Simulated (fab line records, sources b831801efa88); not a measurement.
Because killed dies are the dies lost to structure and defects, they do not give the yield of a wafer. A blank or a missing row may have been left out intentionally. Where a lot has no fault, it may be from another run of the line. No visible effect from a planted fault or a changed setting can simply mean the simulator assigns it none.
Matching of chambers || flow sky130 || SKY_VIA2_CMP_02 on cmp-01: 4 sister chambers
The step polishes SiO2. 4 wafers are shown with their chamber, then 12 later ones without.

## EACH WAFER AND ITS CHAMBER
{"wafer": "L087.1", "chamber": 1, "motorCurrentA (A)": 13.1}
{"wafer": "L088.1", "chamber": 2, "motorCurrentA (A)": 13.1}
{"wafer": "L088.3", "chamber": 3, "motorCurrentA (A)": 12.4}
{"wafer": "L088.5", "chamber": 0, "motorCurrentA (A)": 10.7}

## WAFERS MISSING THEIR CHAMBER
{"wafer": "L091.2", "motorCurrentA (A)": 12.8}
{"wafer": "L091.3", "motorCurrentA (A)": 10.9}
{"wafer": "L091.6", "motorCurrentA (A)": 13.3}
{"wafer": "L093.1", "motorCurrentA (A)": 13.3}
{"wafer": "L093.3", "motorCurrentA (A)": 12.9}
{"wafer": "L093.6", "motorCurrentA (A)": 11.9}
{"wafer": "L095.3", "motorCurrentA (A)": 12.2}
{"wafer": "L095.4", "motorCurrentA (A)": 12.4}
{"wafer": "L095.6", "motorCurrentA (A)": 13.4}
{"wafer": "L096.3", "motorCurrentA (A)": 10.7}
{"wafer": "L096.4", "motorCurrentA (A)": 12.4}
{"wafer": "L096.6", "motorCurrentA (A)": 10.7}

## THE CHAMBER EACH PASSED THROUGH
{"wafer": "L091.2", "from the rows above": "can't be placed: 1 or 2 or 3", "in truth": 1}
{"wafer": "L091.3", "from the rows above": 0, "in truth": 0}
{"wafer": "L091.6", "from the rows above": "can't be placed: 1 or 2", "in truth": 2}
{"wafer": "L093.1", "from the rows above": "can't be placed: 1 or 2", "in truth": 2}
{"wafer": "L093.3", "from the rows above": "can't be placed: 1 or 2 or 3", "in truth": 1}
{"wafer": "L093.6", "from the rows above": 3, "in truth": 3}
{"wafer": "L095.3", "from the rows above": 3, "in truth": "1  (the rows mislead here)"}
{"wafer": "L095.4", "from the rows above": 3, "in truth": 3}
{"wafer": "L095.6", "from the rows above": "can't be placed: 1 or 2", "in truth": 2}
{"wafer": "L096.3", "from the rows above": 0, "in truth": 0}
{"wafer": "L096.4", "from the rows above": 3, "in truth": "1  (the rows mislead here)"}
{"wafer": "L096.6", "from the rows above": 0, "in truth": 0}
Correctly placed: 5 of 12. Cannot be placed on the basis of these rows: 5; the candidates contain the true chamber in 5. Placed wrongly: 2.
How it was worked out, from the rows above alone: a wafer's distance from a chamber is the root of the sum, over the readings, of the square of ((its reading less the chamber's mean) divided by the reading's scatter). If the next closest chamber is less than 2 further off than the closest, the wafer can't be placed; otherwise it belongs to the closest. For every chamber, the mean is computed from those of its wafers that are shown. The scatter: root of mean squared gap, hidden wafer to nearest shown wafer, with one shown wafer a chamber.
